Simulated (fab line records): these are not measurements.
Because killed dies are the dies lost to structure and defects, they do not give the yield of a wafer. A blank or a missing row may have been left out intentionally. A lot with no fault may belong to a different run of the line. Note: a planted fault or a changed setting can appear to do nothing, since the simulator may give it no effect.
Code-filled problem report in 8D (eight disciplines) form | flow gf180mcu | the parts of the form that need people (team, actions taken, sign-off) are left out

== 1. THE PROBLEM ==
Wafers free of any fault read 418.7 ohm/sq (standard deviation 0.81) for HV_LDD_RS at GF_HV_LDD_RS_MEAS_53, against a mean of 425.7 ohm/sq on 6 wafers of 2 lots. That puts it +8.6 standard deviations away from the usual mean.
The step: measures by four-point-probe.
Earliest sighting: wafer L853.2 on film_metro-04 at day 17 00:02. At this step, 18 wafers from 6 lots have a number in the record. Rule for "out" (also "out of limits"): further than 4 standard deviations from the usual mean. Any other wafer with a number is counted as sound.

== 2. WHAT THIS IS AND IS NOT ==
question                    | is                     | is not
which readings at this step | HV_LDD_RS              | -
which lots                  | L853, L854             | L840, L858, L861, L863
which wafers of those lots  | all that have a number | -
read on which gauges        | film_metro-04          | film_metro-02, film_metro-03
when                        | from day 17 00:02      | up to then (3 sound wafers); but 9 sound wafers of L858, L861, L863 came after

== 3. THE SUSPECTS, EACH WITH WHAT RULES IT OUT ==
Counting: a tool stays on the suspect list if, at a process step up to the reading, it processed all lots that are out and no sound lot following the first of them.
- ruled out: the gauge at GF_HV_LDD_RS_MEAS_53. All the wafers that are out were read on film_metro-04, but those of them that GF_HV_LDD_IMPLANT_36 has rows for are out there too, on other tools.
- implanter-04 at GF_HV_LDD_IMPLANT_36: ruled out as a lasting fault. After its first lot that is out, L853 (day 16 00:35), sound lots L861 ran on it.
- plasma_asher-02 at GF_HV_LDD_STRIP_37 (strips in O2/N2): ruled out as a lasting fault. After its first lot that is out, L853 (day 16 00:43), sound lots L861 ran on it.
Left after counting: nothing in the record.

== 4. THE CAUSE (what the simulator had put in) ==
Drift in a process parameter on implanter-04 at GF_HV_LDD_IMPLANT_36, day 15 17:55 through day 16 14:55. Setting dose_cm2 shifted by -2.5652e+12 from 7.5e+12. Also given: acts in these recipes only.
It was ruled out by counting, in error; the rule expects a fault to strike all lots run on its tool from its start on, and this fault did not.

== 5. THE CHAIN OF EFFECTS, in route order ==
Each row: a reading whose mean over the struck wafers that have a number lies more than 3 standard deviations from the usual. Only readings for which the record gives a usual standard deviation are gone through. hours: the time from each lot's start at the first step in this table that gives one to its start at this step, as a median over the lots. sigmas: the change in usual standard deviations.
hours | step                 | reading            | usual        | on struck wafers | change     | sigmas
0     | GF_HV_LDD_IMPLANT_36 | dose_ions_cm2      | 7.502e+12    | 4.940e+12        | -2.562e+12 | -99 or more
0     | GF_HV_LDD_IMPLANT_36 | faraday_current_uA | 42.3         | 27.7             | -14.6      | -19
0     | GF_HV_LDD_TW_MEAS_38 | HV_LDD_3_TW        | 1438         | 1396             | -42        | -3.3
24    | GF_HV_LDD_RS_MEAS_53 | HV_LDD_RS          | 418.7 ohm/sq | 425.7            | +7.0       | +8.6
Here are the process steps it includes:
- GF_HV_LDD_IMPLANT_36

== 6. WHAT WOULD HAVE CAUGHT IT SOONER ==
The first out-of-limits reading at a measuring or inspecting step in this record came at day 17 00:02, 30 hours after the fault's start at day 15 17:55.
Tool's own readings at GF_HV_LDD_IMPLANT_36, dose_ions_cm2, faraday_current_uA: out on all struck wafers the step has rows for; an alarm limit on them would have tripped on the first.
